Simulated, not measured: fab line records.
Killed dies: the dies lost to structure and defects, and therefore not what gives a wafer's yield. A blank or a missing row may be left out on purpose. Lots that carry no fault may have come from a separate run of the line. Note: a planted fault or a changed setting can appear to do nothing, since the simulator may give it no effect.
Matching of chambers :: flow sky130 :: SKY_FIELD_ISO_ETCH_14 on rie_diel-03: 4 sister chambers
The step etches BARC in N2/H2, stops on SiO2, time 45.9 s, target depth 60 nm. 4 wafers are shown with their chamber, then 9 later ones without.

== WAFERS, EACH WITH ITS CHAMBER ==
wafer: L207.2
chamber: 1
drypump_motor_current_A (A): 6.0

wafer: L207.5
chamber: 3
drypump_motor_current_A (A): 5.5

wafer: L212.3
chamber: 0
drypump_motor_current_A (A): 4.6

wafer: L212.6
chamber: 2
drypump_motor_current_A (A): 5.3

== WAFERS WHOSE CHAMBER IS MISSING ==
wafer: L213.3
drypump_motor_current_A (A): 6.0

wafer: L213.4
drypump_motor_current_A (A): 5.6

wafer: L213.5
drypump_motor_current_A (A): 4.7

wafer: L215.1
drypump_motor_current_A (A): 6.0

wafer: L215.2
drypump_motor_current_A (A): 5.5

wafer: L215.3
drypump_motor_current_A (A): 5.3

wafer: L216.1
drypump_motor_current_A (A): 6.0

wafer: L216.3
drypump_motor_current_A (A): 5.5

wafer: L216.4
drypump_motor_current_A (A): 5.3

== THE CHAMBER EACH PASSED THROUGH ==
wafer: L213.3
from the rows above: 1
in truth: 1

wafer: L213.4
from the rows above: 3
in truth: 3

wafer: L213.5
from the rows above: 0
in truth: 0

wafer: L215.1
from the rows above: 1
in truth: 1

wafer: L215.2
from the rows above: 3
in truth: 3

wafer: L215.3
from the rows above: 2
in truth: 2

wafer: L216.1
from the rows above: 1
in truth: 1

wafer: L216.3
from the rows above: 3
in truth: 3

wafer: L216.4
from the rows above: 2
in truth: 2
Correct placement for 9 of the 9. Not placeable from these rows: 0. 0 placed wrongly.
How it was worked out, from the rows above alone: a wafer's distance from a chamber is the root of the sum, over the readings, of the square of ((its reading less the chamber's mean) divided by the reading's scatter). The wafer belongs to the nearest chamber; if the next one is less than 2 further off, it can't be placed. For every chamber, the mean is computed from those of its wafers that are shown. The scatter: root of mean squared gap, hidden wafer to nearest shown wafer, with one shown wafer a chamber.
